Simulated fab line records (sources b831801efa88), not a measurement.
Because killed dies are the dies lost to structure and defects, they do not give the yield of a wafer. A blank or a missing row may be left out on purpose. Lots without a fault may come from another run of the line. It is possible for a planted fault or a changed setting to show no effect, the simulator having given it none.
Chamber matching ; flow gf180mcu ; 4 sister chambers for GF_CONTACT_CMP_04 on cmp-02
The step polishes SiO2. 16 wafers are shown with their chamber, then 8 later ones without.

== WAFERS PAIRED WITH THEIR CHAMBERS ==
wafer;chamber;motorCurrentA (A);timeToEndpointS (s);headPressurePsi (psi)
L225.1;0;14.1;113;4.005
L225.2;3;15.3;111;3.996
L225.4;1;9.5;121;4.006
L227.1;1;9.3;111;4.001
L227.4;3;15.0;115;4.003
L227.6;0;14.0;125;4.005
L228.1;2;16.4;102;4.001
L228.3;0;14.6;118;4.003
L228.6;0;13.6;123;4.003
L231.3;2;15.9;108;4.008
L231.5;3;15.3;112;3.993
L231.6;2;16.1;128;3.991
L232.3;3;15.1;109;3.989
L232.4;0;14.3;122;4.001
L232.5;1;9.4;111;3.985
L244.1;0;15.0;116;3.987

SIGNATURES, as means of the wafers listed above
reading;chamber 0;chamber 1;chamber 2;chamber 3;scatter within a chamber
motorCurrentA;14.267;9.400;16.133;15.175;0.342
timeToEndpointS;119.50;114.33;112.67;111.75;6.84
headPressurePsi;4.00067;3.99733;4.00000;3.99525;0.00778
Rule: distance of a wafer from a chamber = root of the sum over the readings of ((wafer's reading minus chamber's mean) / reading's scatter) squared. The wafer belongs to the nearest chamber; if the next one is less than 2 further off, it can't be placed. The scatter is the square root of a quotient: the sum, over the shown wafers, of each reading's squared deviation from its chamber's mean, divided by wafers minus chambers.

== WAFERS WHOSE CHAMBER IS MISSING ==
wafer;motorCurrentA (A);timeToEndpointS (s);headPressurePsi (psi)
L244.3;15.8;115;3.988
L244.6;14.7;121;3.993
L245.1;15.5;105;4.000
L245.2;14.1;116;4.008
L245.4;15.9;113;3.987
L246.1;14.2;103;4.002
L246.2;14.1;117;3.993
L246.3;9.6;108;3.996

== WHICH CHAMBER EACH ONE RAN IN ==
wafer;from the rows above;in truth
L244.3;can't be placed: 2 or 3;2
L244.6;can't be placed: 0 or 3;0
L245.1;can't be placed: 3 or 2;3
L245.2;0;0
L245.4;can't be placed: 2 or 3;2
L246.1;can't be placed: 0 or 3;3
L246.2;0;0
L246.3;1;1
3 of 8 placed correctly. Cannot be placed on the basis of these rows: 5; the candidates contain the true chamber in 5. 0 placed wrongly.
